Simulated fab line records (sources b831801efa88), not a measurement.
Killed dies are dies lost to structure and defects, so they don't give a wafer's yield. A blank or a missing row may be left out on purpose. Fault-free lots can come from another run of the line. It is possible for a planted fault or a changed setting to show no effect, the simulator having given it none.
Matching of chambers :: flow sky130 :: SKY_VIA3_CMP_02 on cmp-01: 4 sister chambers
The step polishes SiO2. 16 wafers are shown with their chamber, then 8 later ones without.

WAFERS, EACH WITH ITS CHAMBER
wafer: L647.3
chamber: 3
motorCurrentA (A): 11.3

wafer: L647.4
chamber: 1
motorCurrentA (A): 13.5

wafer: L647.5
chamber: 2
motorCurrentA (A): 13.9

wafer: L650.1
chamber: 0
motorCurrentA (A): 11.0

wafer: L650.5
chamber: 3
motorCurrentA (A): 10.9

wafer: L650.6
chamber: 0
motorCurrentA (A): 11.4

wafer: L651.2
chamber: 3
motorCurrentA (A): 11.3

wafer: L651.3
chamber: 0
motorCurrentA (A): 11.5

wafer: L651.4
chamber: 2
motorCurrentA (A): 13.4

wafer: L653.2
chamber: 0
motorCurrentA (A): 12.2

wafer: L653.5
chamber: 0
motorCurrentA (A): 11.3

wafer: L653.6
chamber: 1
motorCurrentA (A): 12.6

wafer: L654.1
chamber: 1
motorCurrentA (A): 12.7

wafer: L654.2
chamber: 3
motorCurrentA (A): 10.7

wafer: L654.5
chamber: 0
motorCurrentA (A): 11.9

wafer: L662.1
chamber: 2
motorCurrentA (A): 13.5

SIGNATURES (means of the wafers above)
reading: motorCurrentA
chamber 0: 11.550
chamber 1: 12.933
chamber 2: 13.600
chamber 3: 11.050
scatter within a chamber: 0.391
Rule: distance of a wafer from a chamber = root of the sum over the readings of ((wafer's reading minus chamber's mean) / reading's scatter) squared. If the next closest chamber is less than 2 further off than the closest, the wafer can't be placed; otherwise it belongs to the closest. The scatter: take each reading less its chamber's mean, square it, sum over the shown wafers, divide by the number of wafers less the number of chambers, and take the root.

WAFERS MISSING THEIR CHAMBER
wafer: L662.3
motorCurrentA (A): 11.0

wafer: L662.5
motorCurrentA (A): 12.4

wafer: L661.1
motorCurrentA (A): 13.9

wafer: L661.2
motorCurrentA (A): 11.5

wafer: L661.4
motorCurrentA (A): 12.9

wafer: L666.3
motorCurrentA (A): 12.0

wafer: L666.4
motorCurrentA (A): 10.9

wafer: L666.6
motorCurrentA (A): 13.5

CHAMBER TAKEN BY EACH
wafer: L662.3
from the rows above: can't be placed: 3 or 0
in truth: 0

wafer: L662.5
from the rows above: can't be placed: 1 or 0 or 2
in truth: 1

wafer: L661.1
from the rows above: can't be placed: 2 or 1
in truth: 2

wafer: L661.2
from the rows above: can't be placed: 0 or 3
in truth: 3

wafer: L661.4
from the rows above: can't be placed: 1 or 2
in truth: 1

wafer: L666.3
from the rows above: can't be placed: 0 or 1 or 3
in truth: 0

wafer: L666.4
from the rows above: can't be placed: 3 or 0
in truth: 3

wafer: L666.6
from the rows above: can't be placed: 2 or 1
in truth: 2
0 of 8 placed correctly. These rows do not allow placing 8 (true chamber among the candidates in 8). 0 placed wrongly.
